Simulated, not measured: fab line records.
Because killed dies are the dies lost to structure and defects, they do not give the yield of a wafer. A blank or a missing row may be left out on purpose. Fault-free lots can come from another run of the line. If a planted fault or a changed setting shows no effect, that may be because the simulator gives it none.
Matching of chambers / flow gf180mcu / 4 sister chambers for GF_V3_CMP_26 on cmp-02
The step polishes, stops on SiO2, t overpolish 15 s, target thk 0 nm. 20 wafers are shown with their chamber, then 10 later ones without.

== WAFERS WITH THEIR CHAMBER ==
wafer=L104.1; chamber=0; motor-current-A (A)=11.2; time-to-endpoint-s (s)=87.5; overpolish-run-s (s)=14.990
wafer=L104.3; chamber=3; motor-current-A (A)=10.4; time-to-endpoint-s (s)=89.7; overpolish-run-s (s)=15.005
wafer=L104.5; chamber=0; motor-current-A (A)=10.2; time-to-endpoint-s (s)=88.0; overpolish-run-s (s)=15.010
wafer=L105.1; chamber=1; motor-current-A (A)=10.0; time-to-endpoint-s (s)=81.9; overpolish-run-s (s)=14.991
wafer=L105.2; chamber=0; motor-current-A (A)=11.4; time-to-endpoint-s (s)=87.0; overpolish-run-s (s)=15.006
wafer=L105.6; chamber=2; motor-current-A (A)=10.5; time-to-endpoint-s (s)=83.4; overpolish-run-s (s)=15.007
wafer=L106.1; chamber=3; motor-current-A (A)=10.8; time-to-endpoint-s (s)=83.6; overpolish-run-s (s)=15.008
wafer=L106.2; chamber=2; motor-current-A (A)=10.4; time-to-endpoint-s (s)=88.0; overpolish-run-s (s)=15.010
wafer=L106.4; chamber=0; motor-current-A (A)=11.1; time-to-endpoint-s (s)=86.7; overpolish-run-s (s)=15.001
wafer=L111.1; chamber=0; motor-current-A (A)=11.4; time-to-endpoint-s (s)=89.2; overpolish-run-s (s)=14.995
wafer=L111.3; chamber=3; motor-current-A (A)=10.5; time-to-endpoint-s (s)=86.9; overpolish-run-s (s)=14.994
wafer=L111.4; chamber=1; motor-current-A (A)=10.2; time-to-endpoint-s (s)=83.5; overpolish-run-s (s)=15.001
wafer=L112.4; chamber=0; motor-current-A (A)=11.9; time-to-endpoint-s (s)=84.6; overpolish-run-s (s)=15.006
wafer=L112.5; chamber=2; motor-current-A (A)=10.6; time-to-endpoint-s (s)=83.5; overpolish-run-s (s)=15.005
wafer=L112.6; chamber=1; motor-current-A (A)=10.0; time-to-endpoint-s (s)=82.0; overpolish-run-s (s)=14.984
wafer=L113.1; chamber=3; motor-current-A (A)=10.9; time-to-endpoint-s (s)=86.2; overpolish-run-s (s)=14.994
wafer=L113.4; chamber=1; motor-current-A (A)=10.0; time-to-endpoint-s (s)=85.2; overpolish-run-s (s)=15.010
wafer=L113.5; chamber=0; motor-current-A (A)=10.9; time-to-endpoint-s (s)=85.8; overpolish-run-s (s)=15.004
wafer=L116.1; chamber=3; motor-current-A (A)=10.3; time-to-endpoint-s (s)=86.1; overpolish-run-s (s)=14.998
wafer=L116.3; chamber=1; motor-current-A (A)=10.1; time-to-endpoint-s (s)=83.2; overpolish-run-s (s)=15.018

SIGNATURES (means of the wafers above)
reading=motor-current-A; chamber 0=11.157; chamber 1=10.060; chamber 2=10.500; chamber 3=10.580; scatter within a chamber=0.352
reading=time-to-endpoint-s; chamber 0=86.971; chamber 1=83.160; chamber 2=84.967; chamber 3=86.500; scatter within a chamber=1.83
reading=overpolish-run-s; chamber 0=15.00171; chamber 1=15.00080; chamber 2=15.00733; chamber 3=14.99980; scatter within a chamber=0.00877
Rule: a wafer's distance from a chamber is the root of the sum, over the readings, of the square of ((its reading less the chamber's mean) divided by the reading's scatter). If the next closest chamber is less than 2 further off than the closest, the wafer can't be placed; otherwise it belongs to the closest. The scatter is the square root of a quotient: the sum, over the shown wafers, of each reading's squared deviation from its chamber's mean, divided by wafers minus chambers.

== WAFERS WITHOUT THEIR CHAMBER ==
wafer=L116.4; motor-current-A (A)=10.8; time-to-endpoint-s (s)=88.4; overpolish-run-s (s)=15.003
wafer=L124.1; motor-current-A (A)=10.3; time-to-endpoint-s (s)=87.7; overpolish-run-s (s)=14.988
wafer=L124.2; motor-current-A (A)=11.1; time-to-endpoint-s (s)=85.5; overpolish-run-s (s)=14.998
wafer=L124.3; motor-current-A (A)=10.8; time-to-endpoint-s (s)=86.7; overpolish-run-s (s)=15.014
wafer=L125.2; motor-current-A (A)=11.1; time-to-endpoint-s (s)=84.2; overpolish-run-s (s)=15.002
wafer=L125.3; motor-current-A (A)=10.8; time-to-endpoint-s (s)=84.5; overpolish-run-s (s)=14.987
wafer=L125.6; motor-current-A (A)=11.2; time-to-endpoint-s (s)=87.0; overpolish-run-s (s)=15.004
wafer=L126.1; motor-current-A (A)=10.6; time-to-endpoint-s (s)=86.4; overpolish-run-s (s)=15.017
wafer=L126.2; motor-current-A (A)=9.9; time-to-endpoint-s (s)=81.4; overpolish-run-s (s)=14.994
wafer=L126.3; motor-current-A (A)=11.6; time-to-endpoint-s (s)=84.4; overpolish-run-s (s)=14.988

== WHICH CHAMBER EACH WENT THROUGH ==
wafer=L116.4; from the rows above=can't be placed: 3 or 0 or 2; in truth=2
wafer=L124.1; from the rows above=can't be placed: 3 or 2 or 0 or 1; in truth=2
wafer=L124.2; from the rows above=can't be placed: 0 or 3 or 2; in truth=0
wafer=L124.3; from the rows above=can't be placed: 2 or 0 or 3 or 1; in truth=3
wafer=L125.2; from the rows above=can't be placed: 0 or 2 or 3 or 1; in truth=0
wafer=L125.3; from the rows above=can't be placed: 3 or 0 or 2 or 1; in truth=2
wafer=L125.6; from the rows above=can't be placed: 0 or 3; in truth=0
wafer=L126.1; from the rows above=can't be placed: 2 or 3 or 0 or 1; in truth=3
wafer=L126.2; from the rows above=can't be placed: 1 or 2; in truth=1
wafer=L126.3; from the rows above=can't be placed: 0 or 3 or 2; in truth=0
Correctly placed: 0 of 10. Cannot be placed on the basis of these rows: 10; the candidates contain the true chamber in 10. Placed wrongly: 0.
